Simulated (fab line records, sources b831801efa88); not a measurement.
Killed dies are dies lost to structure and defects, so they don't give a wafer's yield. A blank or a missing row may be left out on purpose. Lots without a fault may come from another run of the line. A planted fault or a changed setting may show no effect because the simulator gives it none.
Problem report in the 8D (eight disciplines) form, filled by code | flow sfq_line | the parts of the form that need people (team, actions taken, sign-off) are left out

1. THE PROBLEM
M0_NB_RS at SFQ_M0_RS_MEAS_904 reads a mean of 0.820 ohm/sq on 3 wafers of 3 lots; wafers without a fault read 0.889 ohm/sq with a standard deviation of 0.013. That is -5.3 standard deviations from the usual mean.
The step: measures by four-point-probe.
First seen on wafer L167.1, day 6 11:14, on film_metro-03. The record holds 44 wafers of 15 lots with a number at this step. Rule for "out", or "out of limits": more than 4 standard deviations from the usual mean. The other wafers with a number count as sound.

2. WHAT IT IS AND WHAT IT IS NOT
question                    | is                           | is not
which readings at this step | M0_NB_RS                     | -
which lots                  | L167, L170, L172             | L162, L163, L164, L165, L166, L177, L178, L180, L182, L183, L184, L185
which wafers of those lots  | L167.1, L170.4, L172.1       | L167.2, L167.3, L170.3, L170.5, L172.6
read on which gauges        | film_metro-03, film_metro-04 | film_metro-01
when                        | from day 6 11:14             | up to then (17 sound wafers); but 24 sound wafers of L170, L172, L177, L178, L180, L182, L183, L184, L185 came after

3. SUSPECTS, AND WHAT RULES EACH OUT
Counting: a tool at a process step up to the reading stays a suspect if it ran every lot that is out. Sound lots after the first of them don't rule it out here, since some wafers of a struck lot are sound.
- the gauge at SFQ_M0_RS_MEAS_904: ruled out. The wafers that are out were read on 2 gauges (film_metro-03, film_metro-04).
- pvd_sputter-03 at SFQ_TRILAYER_M0_DEP_SPUTTER_019 (material Nb, target thk 200 nm, time 133.3 s): kept. It ran every lot that is out, first L167 (day 6 11:08); its last sound lot up to then is L166 (day 6 07:22).
Left after counting: pvd_sputter-03 at SFQ_TRILAYER_M0_DEP_SPUTTER_019.

4. THE CAUSE (what the simulator had put in)
Process parameter drift: pvd_sputter-03, from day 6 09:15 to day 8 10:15, at SFQ_TRILAYER_M0_DEP_SPUTTER_019. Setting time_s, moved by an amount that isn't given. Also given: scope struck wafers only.
Counting left only this tool.

5. THE CHAIN OF EFFECTS, in route order
Each row: a reading whose mean over the struck wafers that have a number lies more than 3 standard deviations from the usual. Only readings for which the record gives a usual standard deviation are gone through. hours: the time from each lot's start at the first step in this table that gives one to its start at this step, as a median over the lots. sigmas: the change in usual standard deviations.
hours | step                                | reading        | usual        | on struck wafers | change | sigmas
0     | SFQ_M0_RS_MEAS_904                  | M0_NB_RS       | 0.889 ohm/sq | 0.820            | -0.069 | -5.3
57    | SFQ_TRILAYER_M0_ETCH_METAL_ETCH_024 | oes_product_au | 0.895 a.u.   | 0.936            | +0.041 | +4.9
The process steps in it:
- SFQ_TRILAYER_M0_ETCH_METAL_ETCH_024: etches Nb in Cl2/Ar, stops on SiO2, target depth 240 nm, time 120 s.

6. WHAT WOULD HAVE CAUGHT IT SOONER
In this record the first reading out of limits at a measuring or inspecting step was taken at day 6 11:14, 2 hours after the fault began at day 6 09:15.
Of the tool readings at SFQ_TRILAYER_M0_DEP_SPUTTER_019 for which the record gives a usual standard deviation, none was out on any struck wafer, so an alarm limit of 4 standard deviations on them would not have fired.
Of the lots that are out (3), L170, L172 began SFQ_TRILAYER_M0_DEP_SPUTTER_019 on pvd_sputter-03 after day 6 11:14. A hold on the tool at that time would have spared those 2.
